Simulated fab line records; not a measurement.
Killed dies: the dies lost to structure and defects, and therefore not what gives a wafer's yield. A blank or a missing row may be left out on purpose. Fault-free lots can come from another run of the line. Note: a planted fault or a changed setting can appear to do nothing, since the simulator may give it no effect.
fab line records + flow sky130
record
- lots=13
- wafers=39
- last-day=50
route steps=708 shown POLY_GATE@230 LDD_HVP@285 LDD_LDN@293 POLY_CUT@318
lots that met no fault: from a run of the same line without faults
start-h: the number of hours between the record's first day and the start of the first shown wafer of the lot + wait-h: hours since the lot's step before + " identical to the entry in the row above + L1.1+2: a row that stands for several wafers + - either no value or no given start + * or withheld: withheld + < > ~ a bound
route shown NAME@n: NAME is a module with steps in the file, n the number in the route of the first one + usual: mean/standard deviation of fault-free wafers + same: alike in all rows + chamber/n: place in a boat + sites: per-site readings + _std_site: how widely they spread, as a standard deviation + _edge_site: inner sites' mean taken away from outer sites' mean + radius-mm: for every site, how far away it sits from the centre of the wafer + mask NAME#n: copy n + behind: the last tool/chamber to shape the wafer + hold: reason for holding the lot/hours on hold/outcome of the hold + device: which transistor (n, p or np) failed to switch + end of line: tests of these same wafers at the route's end + a step with no rows: only its recipe + killed: at the first sort, the dies lost to defects and structure; wafer yield is something else + map: shows each die of a wafer: x if killed, . if not, _ if none is there
set.NAME: setting as actually run; set.NAME@STEP: the setting as run at that earlier step + model.NAME: the simulator's own value behind a step, which no gauge read
a sample of lots followed through the steps of the route, with each step as a table and each wafer as a row
services: the hour from which a tool's chamber was out of use, counted from the record's first day as start-h (under 0 if before that day), plus the number of hours and why
## steps
# step SKY_POLY_GATE_ETCH_16
# recipe
- stop-on=poly-Si
- chemistry=CH3F/O2
- target=Si3N4
- source-w=400
- bias-w=80
- pressure-mtorr=25
- ch3f-flow-sccm=40
- O2_flow_sccm=30
- time-s=147.5
- target-depth-a=750
# usual
- bias-w=80.01/0.26
- drypump-motor-current-A=5.8/0.48
- oes-product-au=0.642/0.0056
- rf-fwd-power-W=398.4/1.3
- throttle-valve-pct=10.534/0.0086
| lot.wafer | tool        | chamber | start-h | wait-h | bias-w | drypump-motor-current-A | oes-product-au | rf-fwd-power-W | rf-hours-counter-h | throttle-valve-pct |
|-----------|-------------|---------|---------|--------|--------|-------------------------|----------------|----------------|--------------------|--------------------|
| L718.2    | rie-diel-01 | 1       | 375.82  | 0.0    | 79.44  | 5.7                     | 0.634          | 396.8          | 82                 | 10.519             |
| L718.3    | "           | 0       | "       | "      | 80.06  | 5.4                     | 0.644          | 399.8          | 46                 | 10.522             |
| L718.5    | "           | 1       | "       | "      | 79.98  | 5.7                     | 0.642          | 396.8          | -                  | 10.541             |
| L719.1    | rie-diel-01 | 3       | 380.13  | 0.0    | 80.28  | 6.3                     | 0.643          | 399.5          | 40                 | 10.536             |
| L719.2    | "           | 0       | "       | "      | 80.40  | 5.5                     | 0.642          | 398.2          | 46                 | 10.552             |
| L719.6    | "           | 3       | "       | "      | 80.44  | 6.3                     | 0.643          | 400.3          | -                  | 10.522             |
| L723.3    | rie-diel-03 | 2       | 423.07  | 0.0    | 80.16  | 6.3                     | 0.641          | 397.7          | 11                 | 10.524             |
| L723.4    | "           | 2       | "       | "      | 80.23  | 6.3                     | 0.645          | 396.8          | -                  | 10.536             |
| L723.5    | "           | 1       | "       | "      | 80.08  | 6.2                     | 0.639          | 398.5          | -                  | 10.529             |
| L724.1    | rie-diel-04 | 0       | 432.93  | 0.0    | 80.32  | 6.2                     | 0.649          | 397.0          | 74                 | 10.539             |
| L724.4    | "           | 1       | "       | "      | 80.11  | 5.6                     | 0.639          | 397.0          | 9                  | 10.540             |
| L724.6    | "           | 3       | "       | "      | 80.44  | 5.7                     | 0.640          | 398.4          | -                  | 10.538             |
| L725.3    | rie-diel-03 | 2       | 436.97  | 0.0    | 79.76  | 6.3                     | 0.634          | 399.8          | 12                 | 10.522             |
| L725.4    | "           | 0       | "       | "      | 79.83  | 5.6                     | 0.645          | 395.4          | 3                  | 10.540             |
| L725.6    | "           | 2       | "       | "      | 79.92  | 6.3                     | 0.637          | 398.0          | -                  | 10.523             |
| L726.2    | rie-diel-03 | 0       | 453.32  | 0.0    | 79.81  | 5.6                     | 0.637          | 398.3          | 3                  | 10.538             |
| L726.4    | "           | 2       | "       | "      | 80.12  | 6.3                     | 0.640          | 396.8          | 12                 | 10.526             |
| L726.5    | "           | 1       | "       | "      | 80.37  | 6.2                     | 0.642          | 398.0          | -                  | 10.536             |
| L727.1    | rie-diel-03 | 3       | 459.02  | 0.0    | 79.90  | 4.7                     | 0.644          | 398.0          | 36                 | 10.548             |
| L727.2    | "           | 0       | "       | "      | 80.00  | 5.6                     | 0.633          | 398.5          | 3                  | 10.547             |
| L727.5    | "           | 1       | "       | "      | 80.45  | 6.2                     | 0.642          | 399.4          | -                  | 10.520             |
| L730.4    | rie-diel-01 | 2       | 492.12  | 0.0    | 79.70  | 5.2                     | 0.645          | 396.9          | 13                 | 10.532             |
| L730.5    | "           | 3       | "       | "      | 80.23  | 6.2                     | 0.646          | 397.8          | -                  | 10.537             |
| L730.6    | "           | 0       | "       | "      | 79.64  | 5.5                     | 0.635          | 398.8          | -                  | 10.547             |
| L734.2    | rie-diel-03 | 0       | 524.22  | 0.0    | 79.71  | 5.6                     | 0.638          | 397.6          | 4                  | 10.531             |
| L734.5    | "           | 1       | "       | "      | 80.18  | 6.2                     | 0.639          | 398.8          | -                  | 10.546             |
| L734.6    | "           | 2       | "       | "      | 80.25  | 6.3                     | 0.640          | 396.4          | -                  | 10.540             |
| L735.4    | rie-diel-03 | 1       | 532.63  | 0.0    | 79.90  | 6.2                     | 0.638          | 400.4          | -                  | 10.528             |
| L735.5    | "           | 2       | "       | "      | 80.00  | 6.3                     | 0.633          | 398.5          | -                  | 10.542             |
| L735.6    | "           | 0       | "       | "      | 79.98  | 5.6                     | 0.632          | 397.6          | -                  | 10.532             |
| L738.1    | rie-diel-01 | 0       | 561.57  | 0.0    | 79.78  | 5.5                     | 0.644          | 398.8          | 50                 | 10.521             |
| L738.4    | "           | 2       | "       | "      | 79.89  | 5.1                     | 0.649          | 398.3          | -                  | 10.526             |
| L738.5    | "           | 0       | "       | "      | 79.71  | 5.5                     | 0.646          | 399.5          | -                  | 10.535             |
| L740.1    | rie-diel-03 | 0       | 565.17  | 0.0    | 79.75  | 5.6                     | 0.641          | 398.6          | 5                  | 10.522             |
| L740.4    | "           | 2       | "       | "      | 80.04  | 6.3                     | 0.646          | 398.5          | 14                 | 10.534             |
| L740.5    | "           | 0       | "       | "      | 79.91  | 5.6                     | 0.643          | 398.2          | -                  | 10.518             |
| L739.2    | rie-diel-03 | 3       | 566.77  | 0.0    | 80.56  | 4.7                     | 0.656          | 398.4          | 39                 | 10.523             |
| L739.3    | "           | 0       | "       | "      | 79.38  | 5.6                     | 0.649          | 397.2          | 5                  | 10.532             |
| L739.4    | "           | 1       | "       | "      | 80.06  | 6.2                     | 0.651          | 399.9          | 8                  | 10.522             |
# step SKY_LDD_HVP_OVL_MEAS_07
# usual
- LDD_HVP_OVL=0.6/1.4
| lot.wafer | tool       | chamber | start-h | wait-h | LDD_HVP_OVL[nm] |
|-----------|------------|---------|---------|--------|-----------------|
| L718.2    | overlay-02 | -       | 498.84  | 0.1    | 0.9             |
| L718.3    | "          | -       | "       | "      | -0.3            |
| L718.5    | "          | -       | "       | "      | 2.0             |
| L719.1    | overlay-01 | -       | 505.04  | 0.1    | 2.0             |
| L719.2    | "          | -       | "       | "      | 2.5             |
| L719.6    | "          | -       | "       | "      | 2.7             |
| L723.3    | overlay-01 | -       | 550.55  | 0.1    | 0.0             |
| L723.4    | "          | -       | "       | "      | -1.5            |
| L723.5    | "          | -       | "       | "      | 1.2             |
| L724.1    | overlay-02 | -       | 560.23  | 0.1    | -2.0            |
| L724.4    | "          | -       | "       | "      | -1.3            |
| L724.6    | "          | -       | "       | "      | -1.0            |
| L725.3    | overlay-02 | -       | 561.94  | 0.1    | 1.1             |
| L725.4    | "          | -       | "       | "      | -1.8            |
| L725.6    | "          | -       | "       | "      | -0.7            |
| L726.2    | overlay-01 | -       | 584.25  | 0.1    | 2.9             |
| L726.4    | "          | -       | "       | "      | 1.5             |
| L726.5    | "          | -       | "       | "      | 3.0             |
| L727.1    | overlay-01 | -       | 585.73  | 0.1    | 1.0             |
| L727.2    | "          | -       | "       | "      | 1.4             |
| L727.5    | "          | -       | "       | "      | 1.4             |
| L730.4    | overlay-01 | -       | 615.20  | 0.1    | 1.0             |
| L730.5    | "          | -       | "       | "      | 1.0             |
| L730.6    | "          | -       | "       | "      | 1.4             |
| L734.2    | overlay-01 | -       | 646.69  | 0.1    | 0.8             |
| L734.5    | "          | -       | "       | "      | 2.4             |
| L734.6    | "          | -       | "       | "      | -1.0            |
| L735.4    | overlay-02 | -       | 653.65  | 0.1    | -1.1            |
| L735.5    | "          | -       | "       | "      | 0.6             |
| L735.6    | "          | -       | "       | "      | 0.1             |
| L738.1    | overlay-01 | -       | 680.73  | 0.1    | -1.8            |
| L738.4    | "          | -       | "       | "      | -0.8            |
| L738.5    | "          | -       | "       | "      | -0.5            |
| L740.1    | overlay-02 | -       | 685.18  | 0.1    | -0.4            |
| L740.4    | "          | -       | "       | "      | 0.3             |
| L740.5    | "          | -       | "       | "      | 0.4             |
| L739.2    | overlay-01 | -       | 687.14  | 0.1    | 2.0             |
| L739.3    | "          | -       | "       | "      | 2.1             |
| L739.4    | "          | -       | "       | "      | 1.6             |
# step SKY_LDD_LDN_EXPOSE_04
# recipe
- mask-id=LDNTM
- na=0.6
- source-shape=conventional
- sigma-outer=0.6
- polarization=unpolarized
- target-cd-nm=700
- dose-mj=140
# usual
- exposure-dose-mJ-cm2=140.00/0.13
- stage-vel-mm-s=499.99/0.25
| lot.wafer | tool             | chamber | start-h | wait-h | mask    | exposure-dose-mJ-cm2 | stage-vel-mm-s |
|-----------|------------------|---------|---------|--------|---------|----------------------|----------------|
| L718.2    | iline-stepper-02 | 0       | 514.87  | -      | LDNTM#0 | 139.97               | 499.62         |
| L718.3    | "                | 0       | "       | "      | LDNTM#0 | 139.98               | 499.89         |
| L718.5    | "                | 0       | "       | "      | LDNTM#0 | 139.90               | 499.73         |
| L719.1    | iline-stepper-02 | 0       | 521.62  | -      | LDNTM#0 | 140.10               | 499.92         |
| L719.2    | "                | 0       | "       | "      | LDNTM#0 | 140.13               | 500.15         |
| L719.6    | "                | 0       | "       | "      | LDNTM#0 | 140.07               | 500.04         |
| L723.3    | iline-stepper-02 | 0       | 565.83  | -      | LDNTM#0 | 140.25               | 500.09         |
| L723.4    | "                | 0       | "       | "      | LDNTM#0 | 140.47               | 500.35         |
| L723.5    | "                | 0       | "       | "      | LDNTM#0 | 139.97               | 499.87         |
| L724.1    | iline-stepper-01 | 0       | 575.56  | -      | LDNTM#0 | 140.02               | 500.10         |
| L724.4    | "                | 0       | "       | "      | LDNTM#0 | 139.93               | 499.85         |
| L724.6    | "                | 0       | "       | "      | LDNTM#0 | 140.14               | 499.66         |
| L725.3    | iline-stepper-01 | 0       | 577.02  | -      | LDNTM#0 | 139.99               | 499.52         |
| L725.4    | "                | 0       | "       | "      | LDNTM#0 | 140.32               | 500.12         |
| L725.6    | "                | 0       | "       | "      | LDNTM#0 | 140.18               | 500.09         |
| L726.2    | iline-stepper-02 | 0       | 599.48  | -      | LDNTM#0 | 139.91               | 499.81         |
| L726.4    | "                | 0       | "       | "      | LDNTM#0 | 139.80               | 499.80         |
| L726.5    | "                | 0       | "       | "      | LDNTM#0 | 139.71               | 500.15         |
| L727.1    | iline-stepper-02 | 0       | 600.07  | -      | LDNTM#0 | 140.02               | 500.12         |
| L727.2    | "                | 0       | "       | "      | LDNTM#0 | 140.07               | 499.89         |
| L727.5    | "                | 0       | "       | "      | LDNTM#0 | 140.02               | 500.26         |
| L730.4    | iline-stepper-01 | 0       | 629.70  | -      | HVPTM#0 | 139.99               | 500.31         |
| L730.5    | "                | 0       | "       | "      | HVPTM#0 | 139.91               | 500.13         |
| L730.6    | "                | 0       | "       | "      | HVPTM#0 | 139.81               | 500.33         |
| L734.2    | iline-stepper-01 | 0       | 661.56  | -      | LDNTM#0 | 140.20               | 499.69         |
| L734.5    | "                | 0       | "       | "      | LDNTM#0 | 139.98               | 500.05         |
| L734.6    | "                | 0       | "       | "      | LDNTM#0 | 140.05               | 500.15         |
| L735.4    | iline-stepper-01 | 0       | 668.49  | -      | LDNTM#0 | 140.17               | 499.60         |
| L735.5    | "                | 0       | "       | "      | LDNTM#0 | 140.05               | 499.87         |
| L735.6    | "                | 0       | "       | "      | LDNTM#0 | 140.12               | 499.58         |
| L738.1    | iline-stepper-01 | 0       | 695.03  | -      | LDNTM#0 | 139.85               | 500.19         |
| L738.4    | "                | 0       | "       | "      | LDNTM#0 | 139.91               | 500.10         |
| L738.5    | "                | 0       | "       | "      | LDNTM#0 | 139.86               | 500.73         |
| L740.1    | iline-stepper-02 | 0       | 699.66  | -      | LDNTM#0 | 140.05               | 499.97         |
| L740.4    | "                | 0       | "       | "      | LDNTM#0 | 139.93               | 499.93         |
| L740.5    | "                | 0       | "       | "      | LDNTM#0 | 140.07               | 499.96         |
| L739.2    | iline-stepper-01 | 0       | 701.19  | -      | LDNTM#0 | 139.96               | 499.88         |
| L739.3    | "                | 0       | "       | "      | LDNTM#0 | 140.07               | 499.75         |
| L739.4    | "                | 0       | "       | "      | LDNTM#0 | 140.04               | 499.56         |
# step SKY_LDD_LDN_OVL_MEAS_07
# usual
- LDD_LDN_OVL=-0.6/1.4
| lot.wafer | tool       | chamber | start-h | wait-h | LDD_LDN_OVL[nm] |
|-----------|------------|---------|---------|--------|-----------------|
| L718.2    | overlay-02 | -       | 529.88  | 0.1    | -1.6            |
| L718.3    | "          | -       | "       | "      | -0.1            |
| L718.5    | "          | -       | "       | "      | -1.2            |
| L719.1    | overlay-01 | -       | 535.62  | 0.1    | -2.8            |
| L719.2    | "          | -       | "       | "      | -1.3            |
| L719.6    | "          | -       | "       | "      | -1.6            |
| L723.3    | overlay-02 | -       | 580.63  | 0.1    | 1.0             |
| L723.4    | "          | -       | "       | "      | 0.8             |
| L723.5    | "          | -       | "       | "      | 0.0             |
| L724.1    | overlay-02 | -       | 590.48  | 0.1    | -0.7            |
| L724.4    | "          | -       | "       | "      | -1.9            |
| L724.6    | "          | -       | "       | "      | -1.0            |
| L725.3    | overlay-01 | -       | 591.88  | 0.1    | 2.0             |
| L725.4    | "          | -       | "       | "      | 2.9             |
| L725.6    | "          | -       | "       | "      | 1.0             |
| L726.2    | overlay-02 | -       | 613.74  | 0.1    | -3.0            |
| L726.4    | "          | -       | "       | "      | -4.6            |
| L726.5    | "          | -       | "       | "      | -1.7            |
| L727.1    | overlay-02 | -       | 614.63  | 0.1    | -0.5            |
| L727.2    | "          | -       | "       | "      | -0.6            |
| L727.5    | "          | -       | "       | "      | -0.5            |
| L730.4    | overlay-01 | -       | 644.34  | 0.1    | -               |
| L730.5    | "          | -       | "       | "      | -               |
| L730.6    | "          | -       | "       | "      | -               |
| L734.2    | overlay-01 | -       | 675.99  | 0.1    | -1.4            |
| L734.5    | "          | -       | "       | "      | -0.6            |
| L734.6    | "          | -       | "       | "      | -0.6            |
| L735.4    | overlay-02 | -       | 682.29  | 0.1    | 0.0             |
| L735.5    | "          | -       | "       | "      | -0.2            |
| L735.6    | "          | -       | "       | "      | -1.8            |
| L738.1    | overlay-02 | -       | 708.13  | 0.1    | 1.0             |
| L738.4    | "          | -       | "       | "      | 1.2             |
| L738.5    | "          | -       | "       | "      | 2.4             |
| L740.1    | overlay-02 | -       | 712.38  | 0.1    | 1.3             |
| L740.4    | "          | -       | "       | "      | -1.7            |
| L740.5    | "          | -       | "       | "      | 0.9             |
| L739.2    | overlay-02 | -       | 713.94  | 0.1    | -0.6            |
| L739.3    | "          | -       | "       | "      | 1.3             |
| L739.4    | "          | -       | "       | "      | -0.5            |
# step SKY_LDD_LDN_TW_MEAS_13
# usual
- LDD_LDN_TW=1484/11
| lot.wafer | tool          | chamber | start-h | wait-h | LDD_LDN_TW |
|-----------|---------------|---------|---------|--------|------------|
| L718.2    | film-metro-03 | -       | 530.62  | 0.1    | 1484       |
| L718.3    | "             | -       | "       | "      | 1477       |
| L718.5    | "             | -       | "       | "      | 1484       |
| L719.1    | film-metro-03 | -       | 536.36  | 0.1    | 1469       |
| L719.2    | "             | -       | "       | "      | 1480       |
| L719.6    | "             | -       | "       | "      | 1476       |
| L723.3    | film-metro-03 | -       | 581.38  | 0.1    | 1472       |
| L723.4    | "             | -       | "       | "      | 1480       |
| L723.5    | "             | -       | "       | "      | 1482       |
| L724.1    | film-metro-01 | -       | 591.22  | 0.1    | 1494       |
| L724.4    | "             | -       | "       | "      | 1497       |
| L724.6    | "             | -       | "       | "      | 1506       |
| L725.3    | film-metro-01 | -       | 592.63  | 0.1    | 1495       |
| L725.4    | "             | -       | "       | "      | 1503       |
| L725.6    | "             | -       | "       | "      | 1492       |
| L726.2    | film-metro-03 | -       | 614.48  | 0.1    | 1479       |
| L726.4    | "             | -       | "       | "      | 1478       |
| L726.5    | "             | -       | "       | "      | 1476       |
| L727.1    | film-metro-01 | -       | 615.37  | 0.1    | 1501       |
| L727.2    | "             | -       | "       | "      | 1503       |
| L727.5    | "             | -       | "       | "      | 1509       |
| L730.4    | film-metro-01 | -       | 645.09  | 0.1    | 30         |
| L730.5    | "             | -       | "       | "      | 31         |
| L730.6    | "             | -       | "       | "      | 30         |
| L734.2    | film-metro-04 | -       | 676.73  | 0.1    | 1493       |
| L734.5    | "             | -       | "       | "      | 1486       |
| L734.6    | "             | -       | "       | "      | 1475       |
| L735.4    | film-metro-04 | -       | 683.04  | 0.1    | 1478       |
| L735.5    | "             | -       | "       | "      | 1485       |
| L735.6    | "             | -       | "       | "      | 1492       |
| L738.1    | film-metro-03 | -       | 708.87  | 0.1    | 1481       |
| L738.4    | "             | -       | "       | "      | 1471       |
| L738.5    | "             | -       | "       | "      | 1483       |
| L740.1    | film-metro-03 | -       | 713.12  | 0.1    | 1481       |
| L740.4    | "             | -       | "       | "      | 1483       |
| L740.5    | "             | -       | "       | "      | 1476       |
| L739.2    | film-metro-03 | -       | 714.68  | 0.1    | 1483       |
| L739.3    | "             | -       | "       | "      | 1481       |
| L739.4    | "             | -       | "       | "      | 1489       |
# step SKY_POLY_CUT_ETCH_11
# recipe
- target=Si3N4
- chemistry=CF4/CH2F2/Ar
- stop-on=poly-Si
- source-w=600
- bias-w=150
- pressure-mtorr=40
- cf4-flow-sccm=40
- ch2f2-flow-sccm=20
- Ar_flow_sccm=150
- time-s=42.5
- target-depth-a=600
# usual
- bias-w=150.0/0.42
- ch2f2-flow-sccm=20.01/0.064
- drypump-motor-current-A=5.7/0.46
- mfc-ar-sccm=150.0/0.43
- oes-product-au=0.833/0.0064
- rf-fwd-power-W=593.9/2.7
- throttle-valve-pct=14.993/0.0088
| lot.wafer | tool        | chamber | start-h | wait-h | bias-w | ch2f2-flow-sccm | drypump-motor-current-A | mfc-ar-sccm | oes-product-au | rf-fwd-power-W | rf-hours-counter-h | throttle-valve-pct |
|-----------|-------------|---------|---------|--------|--------|-----------------|-------------------------|-------------|----------------|----------------|--------------------|--------------------|
| L718.2    | rie-diel-04 | 2       | 563.83  | 0.0    | 149.8  | 20.06           | 5.4                     | 150.2       | 0.827          | 593.3          | 0                  | 14.984             |
| L718.3    | "           | 0       | "       | "      | 149.4  | 20.09           | 6.1                     | 149.3       | 0.832          | 592.8          | 76                 | 14.997             |
| L718.5    | "           | 3       | "       | "      | 149.7  | 20.04           | 5.7                     | 149.7       | 0.829          | 594.3          | -                  | 14.996             |
| L719.1    | rie-diel-04 | 3       | 569.72  | 0.0    | 150.5  | 20.04           | 5.7                     | 150.0       | 0.847          | 595.8          | 13                 | 15.010             |
| L719.2    | "           | 0       | "       | "      | 150.9  | 20.03           | 6.1                     | 149.5       | 0.838          | 589.6          | 76                 | 14.998             |
| L719.6    | "           | 2       | "       | "      | 150.4  | 20.04           | 5.4                     | 149.9       | 0.841          | 592.8          | -                  | 14.999             |
| L723.3    | rie-diel-03 | 1       | 612.68  | 0.0    | 149.4  | 19.99           | 6.2                     | 149.4       | 0.830          | 597.7          | 9                  | 15.001             |
| L723.4    | "           | 0       | "       | "      | 149.8  | 19.97           | 5.6                     | 149.9       | 0.825          | 593.3          | 6                  | 14.987             |
| L723.5    | "           | 1       | "       | "      | 150.1  | 20.12           | 6.2                     | 150.1       | 0.846          | 599.5          | -                  | 14.981             |
| L724.1    | rie-diel-04 | 3       | 622.03  | 0.0    | 150.2  | 20.04           | 5.7                     | 149.8       | 0.836          | 596.6          | 15                 | 14.992             |
| L724.4    | "           | 2       | "       | "      | 150.3  | 19.90           | 5.5                     | 149.6       | 0.842          | 595.5          | 2                  | 15.003             |
| L724.6    | "           | 2       | "       | "      | 149.8  | 20.04           | 5.4                     | 149.6       | 0.833          | 594.2          | -                  | 14.999             |
| L725.3    | rie-diel-03 | 0       | 622.68  | 0.0    | 150.3  | 19.95           | 5.6                     | 150.4       | 0.833          | 590.8          | 6                  | 14.995             |
| L725.4    | "           | 1       | "       | "      | 149.6  | 20.11           | 6.2                     | 150.5       | 0.827          | 600.2          | -                  | 14.984             |
| L725.6    | "           | 3       | "       | "      | 149.3  | 19.92           | 4.7                     | 149.7       | 0.834          | 596.0          | -                  | 14.988             |
| L726.2    | rie-diel-03 | 3       | 649.38  | 0.0    | 150.3  | 20.06           | 4.7                     | 149.5       | 0.823          | 597.9          | 40                 | 15.003             |
| L726.4    | "           | 2       | "       | "      | 150.1  | 20.12           | 6.3                     | 149.9       | 0.833          | 594.6          | 16                 | 15.013             |
| L726.5    | "           | 3       | "       | "      | 149.5  | 20.04           | 4.7                     | 150.0       | 0.831          | 595.1          | -                  | 14.976             |
| L727.1    | rie-diel-04 | 0       | 649.73  | 0.0    | 149.5  | 19.99           | 6.2                     | 149.8       | 0.829          | 588.8          | 1                  | 14.984             |
| L727.2    | "           | 2       | "       | "      | 149.0  | 19.96           | 5.4                     | 150.1       | 0.819          | 594.4          | 3                  | 14.992             |
| L727.5    | "           | 1       | "       | "      | 149.6  | 19.92           | 5.6                     | 150.6       | 0.822          | 592.5          | -                  | 15.002             |
| L730.4    | rie-diel-02 | 0       | 674.98  | 0.0    | 149.9  | 20.02           | 6.4                     | 150.4       | 0.840          | 598.0          | 41                 | 14.998             |
| L730.5    | "           | 2       | "       | "      | 150.1  | 20.06           | 5.6                     | 150.5       | 0.838          | 595.1          | -                  | 14.987             |
| L730.6    | "           | 3       | "       | "      | 149.0  | 19.97           | 5.5                     | 150.1       | 0.835          | 590.7          | -                  | 15.007             |
| L734.2    | rie-diel-03 | 0       | 706.73  | 0.0    | 149.8  | 20.10           | 5.6                     | 149.9       | 0.832          | 593.3          | 8                  | 15.006             |
| L734.5    | "           | 0       | "       | "      | 150.2  | 20.05           | 5.6                     | 149.8       | 0.839          | 589.2          | -                  | 14.995             |
| L734.6    | "           | 3       | "       | "      | 149.7  | 19.87           | 4.7                     | 150.0       | 0.827          | 592.3          | -                  | 14.995             |
| L735.4    | rie-diel-04 | 3       | 713.04  | 0.0    | 149.6  | 19.96           | 5.7                     | 150.3       | 0.821          | 594.9          | -                  | 14.997             |
| L735.5    | "           | 2       | "       | "      | 150.0  | 20.04           | 5.4                     | 150.6       | 0.832          | 595.5          | -                  | 14.994             |
| L735.6    | "           | 1       | "       | "      | 150.1  | 20.00           | 5.7                     | 149.7       | 0.828          | 592.8          | -                  | 14.980             |
| L738.1    | rie-diel-02 | 1       | 739.28  | 0.0    | 150.3  | 19.92           | 5.9                     | 151.0       | 0.835          | 594.7          | 9                  | 14.997             |
| L738.4    | "           | 3       | "       | "      | 149.7  | 20.06           | 5.5                     | 149.3       | 0.840          | 590.4          | 5                  | 14.987             |
| L738.5    | "           | 0       | "       | "      | 149.8  | 20.12           | 6.4                     | 150.2       | 0.840          | 597.9          | -                  | 14.984             |
| L740.1    | rie-diel-03 | 2       | 741.73  | 0.0    | 150.6  | 20.09           | 6.3                     | 149.8       | 0.830          | 593.4          | 18                 | 14.999             |
| L740.4    | "           | 3       | "       | "      | 150.0  | 19.95           | 4.7                     | 150.1       | 0.819          | 594.2          | 42                 | 14.986             |
| L740.5    | "           | 3       | "       | "      | 150.0  | 19.83           | 4.7                     | 149.5       | 0.837          | 595.6          | -                  | 15.005             |
| L739.2    | rie-diel-02 | 0       | 744.53  | 0.0    | 149.3  | 20.05           | 6.4                     | 150.0       | 0.844          | 597.3          | 42                 | 14.991             |
| L739.3    | "           | 2       | "       | "      | 149.4  | 20.00           | 5.6                     | 150.1       | 0.841          | 594.7          | 8                  | 14.988             |
| L739.4    | "           | 3       | "       | "      | 150.3  | 19.95           | 5.5                     | 150.2       | 0.832          | 593.2          | 5                  | 15.008             |
## services
| tool             | chamber | start-h | hours | kind   |
|------------------|---------|---------|-------|--------|
| rie-diel-04      | -       | 361.41  | 0.4   | repair |
| iline-stepper-02 | -       | 388.85  | 8.0   | repair |
| rie-diel-01      | 2       | 393.26  | 14.2  | repair |
| rie-diel-04      | 0       | 407.74  | 1.5   | repair |
| rie-diel-03      | 3       | 421.82  | 6.6   | repair |
| iline-stepper-01 | -       | 450.76  | 2.4   | repair |
| rie-diel-04      | -       | 461.18  | 1.9   | repair |
| rie-diel-03      | 0       | 470.28  | 11.3  | repair |
| iline-stepper-02 | -       | 502.87  | 1.7   | pm     |
| rie-diel-03      | 3       | 505.13  | 4.1   | repair |
| iline-stepper-01 | -       | 505.46  | 1.7   | pm     |
| rie-diel-04      | 0       | 506.19  | 16.0  | repair |
| rie-diel-03      | 2       | 510.57  | 10.1  | repair |
| iline-stepper-02 | -       | 527.47  | 8.9   | pm     |
| rie-diel-03      | 3       | 530.59  | 4.7   | repair |
| iline-stepper-02 | -       | 559.58  | 2.6   | repair |
| rie-diel-04      | 3       | 582.38  | 11.1  | repair |
| iline-stepper-02 | -       | 595.71  | 2.4   | repair |
| rie-diel-03      | -       | 614.20  | 2.8   | pm     |
| rie-diel-03      | 2       | 619.15  | 7.9   | repair |
| iline-stepper-02 | -       | 627.00  | 4.4   | pm     |
| rie-diel-04      | 0       | 712.86  | 12.1  | repair |
| iline-stepper-02 | -       | 721.05  | 1.7   | pm     |
| iline-stepper-01 | -       | 723.64  | 1.7   | pm     |
## key
first-sign
- step=SKY_LDD_LDN_EXPOSE_04
- reading=mask
- direction=changed
effect
- step=SKY_LDD_LDN_OVL_MEAS_07
- reading=LDD_LDN_OVL
- direction=missing
effect
- step=SKY_LDD_LDN_TW_MEAS_13
- reading=LDD_LDN_TW
- direction=down
- sigmas=99+
- usual=1484
- struck=31
met-at SKY_LDD_LDN_EXPOSE_04
struck-lots L730
sort-left-out L730.4,L730.5,L730.6
tester-left-out L730
not-acting-at SKY_POLY_GATE_ETCH_16,SKY_LDD_HVP_OVL_MEAS_07,SKY_POLY_CUT_ETCH_11
onset-between 577.02 629.70
fault
- kind=wrong-mask
- tool=any
- chamber=-
- onset-h=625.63
- steps=SKY_LDD_LDN_EXPOSE_04
- aux-copy=HVPTM#0
- scope=struck-lots-only
# tester-left-out: of these lots the tester's yield and bins aren't shown, on N5 and GAA mostly nor the transistor test; their killed dies are dies lost to structure and defects alone, not to doping, threshold or leakage, so they don't give the yield
# sort-left-out: the simulated sort isn't trusted on such a fault, so these wafers' sort isn't shown, and their yield isn't known
